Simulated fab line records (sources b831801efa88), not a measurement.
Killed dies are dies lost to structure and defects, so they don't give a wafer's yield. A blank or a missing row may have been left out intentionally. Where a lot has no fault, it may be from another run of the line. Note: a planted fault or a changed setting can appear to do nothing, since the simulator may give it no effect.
Code-filled problem report in 8D (eight disciplines) form + flow gf180mcu + the parts of the form that need people (team, actions taken, sign-off) are left out

1. THE ISSUE
runLengthS at GF_HV_LDD_ETCHBACK_58 reads a mean of 118.6 s on 4 wafers of 2 lots; wafers without a fault read 128.2 s with a standard deviation of 0.47. That puts it -20 standard deviations away from the usual mean.
The step: etches Si3N4 in CH3F/O2, stops on SiO2, time 100 s, target depth 90 nm.
Seen first at day 15 21:38 on rieDiel-02, wafer L142.3. The record has a number at this step for 18 wafers belonging to 6 lots. The rule behind "out" and "out of limits": a value lying over 4 standard deviations away from the usual mean. The rest of the wafers with a number are treated as sound.

2. WHAT IT IS, AND WHAT IT ISN'T
| question                    | is                             | is not                                                                         |
|-----------------------------|--------------------------------|--------------------------------------------------------------------------------|
| which readings at this step | runLengthS, oesProductAu       | drypumpMotorCurrentA, throttleValvePct                                         |
| which lots                  | L142, L146                     | L135, L140, L154, L155                                                         |
| which wafers of those lots  | L142.3, L142.6, L146.1, L146.6 | L142.2, L146.5                                                                 |
| read on which tools         | rieDiel-02                     | rieDiel-01                                                                     |
| when                        | from day 15 21:38              | up to then (7 sound wafers); but 7 sound wafers of L146, L154, L155 came after |

3. THE SUSPECTS, EACH WITH WHAT RULES IT OUT
Counting: if a tool at a process step up to the reading ran every lot that is out, it stays a suspect. Sound lots after the first of them don't rule it out here, since some wafers of a struck lot are sound.
- rieDiel-02 at GF_HV_LDD_ETCHBACK_58 (etches Si3N4 in CH3F/O2, stops on SiO2, time 100 s, target depth 90 nm): kept. Ran every lot that is out, first one L142 (day 15 21:38); last sound lot up to then L135 (day 13 18:09). On those wafers its own readings are out: oesProductAu, runLengthS.
After counting, what remains is rieDiel-02 at GF_HV_LDD_ETCHBACK_58.

4. THE CAUSE (what the simulator had put in)
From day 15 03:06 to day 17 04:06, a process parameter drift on rieDiel-02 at GF_HV_LDD_ETCHBACK_58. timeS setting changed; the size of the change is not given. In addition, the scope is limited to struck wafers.
Only this tool survived the counting.

5. THE EFFECT CHAIN, in route order
Each row: a reading where the mean over the struck wafers with a number is more than 3 standard deviations away from the usual. Only readings for which the record gives a usual standard deviation are gone through. hours: the time from each lot's start at the first step in this table that gives one to its start at this step, as a median over the lots. sigmas: the change in usual standard deviations.
| hours | step                  | reading      | usual      | on struck wafers | change | sigmas |
|-------|-----------------------|--------------|------------|------------------|--------|--------|
| 0     | GF_HV_LDD_ETCHBACK_58 | oesProductAu | 0.842 a.u. | 0.931            | +0.089 | +13    |
| 0     | GF_HV_LDD_ETCHBACK_58 | runLengthS   | 128.2 s    | 118.6            | -9.6   | -20    |
Process steps it contains:
- GF_HV_LDD_ETCHBACK_58: etches Si3N4 in CH3F/O2, stops on SiO2, time 100 s, target depth 90 nm.
Later steps that measure or inspect, where all struck wafers having a row at the step show a number for every such reading and not one has moved that far: GF_NSD_CD_MEAS_07, GF_NSD_OVL_MEAS_08, GF_NSD_TW_MEAS_12, GF_PSD_CD_MEAS_07, GF_PSD_OVL_MEAS_08, GF_PSD_TW_MEAS_11.

6. WHAT WOULD HAVE CAUGHT IT SOONER
The fault began at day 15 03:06; the first out-of-limits reading in this record came at day 15 21:38, 19 hours later.
